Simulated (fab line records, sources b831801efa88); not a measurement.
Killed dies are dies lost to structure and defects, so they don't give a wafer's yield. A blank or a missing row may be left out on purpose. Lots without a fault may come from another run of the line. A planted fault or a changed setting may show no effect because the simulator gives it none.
A struck lot beside a sound one | flow sky130 | 15 steps out of a route of 708
Sound: wafers L213.1, L213.2, L213.3. Struck: wafer L222.2. (L222.1, L222.6 of the same lot were not struck and are left out.) The cause comes at the end.
At each step with rows: each side's tool, then ch and its chambers, then its first start. Under that, the readings that differ: sound wafers | struck wafers | difference of the means | sigmas: that difference in standard deviations of wafers without a fault.
alike: readings whose means differ by less than 2 such deviations, and words and numbers that are the same on both sides. not compared: withheld readings, readings that some wafer has no value for, bounds like >300 that may hide the same value, and numbers for which the record gives no deviation and whose values overlap.
The two part at a step that has a row with sigmas, a row that says differs or no value, or rows on one side only. Numbers that don't overlap but have no deviation are shown without sigmas and don't part them. A reading that every wafer of one side lacks parts them only if that side has two wafers or more.

first, 8 steps without rows for these wafers: SKY_FIELD_ISO_DEHYDRATE_05 (time 60 s); SKY_FIELD_ISO_HMDS_06 (prime time 60 s); SKY_FIELD_ISO_COAT_07 (resist thk 60 nm); SKY_FIELD_ISO_COAT_08 (resist thk 450 nm); SKY_FIELD_ISO_SOFTBAKE_09 (time 90 s); SKY_FIELD_ISO_EXPOSE_10 (exposes mask FOM, target cd 150 nm); SKY_FIELD_ISO_PEB_11; SKY_FIELD_ISO_DEVELOP_12 (develop time 60 s).
SKY_FIELD_ISO_CD_MEAS_13: target cd 150 nm.
  sound on cd_sem-02, day 2 14:57; struck on cd_sem-01, day 4 13:10
  alike: cd_nm
SKY_FIELD_ISO_ETCH_14: etches BARC in N2/H2, stops on SiO2, time 45.9 s, target depth 60 nm.
  sound on rie_diel-01 ch 0,2,3, day 2 15:04; struck on rie_diel-04 ch 1, day 4 13:17
  reading                     | sound                | struck | difference | sigmas
  drypump_motor_current_A (A) | 5.4 5.2 5.0          | 6.8    | +1.6       | +3
  throttle_valve_pct (%)      | 13.231 13.227 13.233 | 13.208 | -0.022     | -2
  alike: bias_w, oes_product_au
  not compared: rf_hours_counter_h
SKY_FIELD_ISO_ETCH_15: etches the open film in CHF3/O2, stops on Si, target depth 180 nm, time 72 s.
  sound on rie_diel-01 ch 0,2,3, day 2 15:07; struck on rie_diel-04 ch 1, day 4 13:20
  reading                     | sound             | struck | difference | sigmas
  drypump_motor_current_A (A) | 5.4 5.1 5.0       | 6.8    | +1.6       | +3
  oes_product_au (a.u.)       | 0.938 0.936 0.937 | 0.951  | +0.014     | +2
  alike: bias_w, throttle_valve_pct
  not compared: rf_hours_counter_h
SKY_FIELD_ISO_STRIP_16: strips in O2/N2.
  sound on plasma_asher-04 ch 0,1, day 2 15:10; struck on plasma_asher-04 ch 0, day 4 13:23
  alike: drypump_motor_current_A, oes_product_au, strip_time_to_endpoint_s
  not compared: rf_hours_counter_h
SKY_FIELD_ISO_ETCH_17: etches Si in HBr/Cl2/O2, target depth 342 nm, time 97.7 s.
  sound on rie_si-02 ch 0,1,3, day 2 15:16; struck on rie_si-01 ch 0, day 4 13:29
  reading                               | sound                | struck | difference | sigmas
  bias_w (W)                            | 149.6 150.0 150.0    | 171.1  | +21.2      | +52
  oes_product_au (a.u.)                 | 0.994 1.012 1.001    | 1.032  | +0.030     | +4
  rf_hours_counter_h (h)                | 3 3 1                | 80     | +78        |
  throttle_valve_pct (%)                | 25.671 25.654 25.665 | 25.620 | -0.043     | -4
  model.etch.depth_nm (nm)              | 337.8 345.3 340.9    | 359.7  | +18.4      |
  model.FIELD_ISO.feature_depth_nm (nm) | 337.8 345.3 340.9    | 359.7  | +18.4      |
  alike: drypump_motor_current_A, he_backside_leak_sccm
then, 1 step without rows for these wafers: SKY_FIELD_ISO_WET_ETCH_18 (etches Si3N4 in H3PO4, target depth 25 nm, time 286 s).
-- the record jumps here: 44 days lie between the struck wafers' starts before and after (it left off in module FIELD_ISO and takes up again in module PAD_OPEN, whose first step shown is number 708 of the route) --
SKY_PAD_OPEN_PROBE_99:
  sound on prober-01, day 46 14:28; struck on prober-02, day 48 20:11
  reading                          | sound                         | struck    | difference | sigmas
  model.etest.pfet_16v.r_on_ohm_um | 1.498e+04 1.547e+04 1.518e+04 | 1.618e+04 | +9.700e+02 |
  model.etest.pfet_16v.drive_ua_um | 251.8 246.2 251               | 234.6     | -15.1      |
  alike: killed_at_M0_to_M3, killed_at_M4_up, killed_at_contacts, killed_at_front_end, killed_at_other, killed_dies, killed_open, killed_short

WHERE THEY PART
First at SKY_FIELD_ISO_ETCH_14; last, within this record, at SKY_FIELD_ISO_ETCH_17. Later steps at which nothing parts them and some readings are alike: SKY_PAD_OPEN_PROBE_99.

WHY: what the simulator had put in
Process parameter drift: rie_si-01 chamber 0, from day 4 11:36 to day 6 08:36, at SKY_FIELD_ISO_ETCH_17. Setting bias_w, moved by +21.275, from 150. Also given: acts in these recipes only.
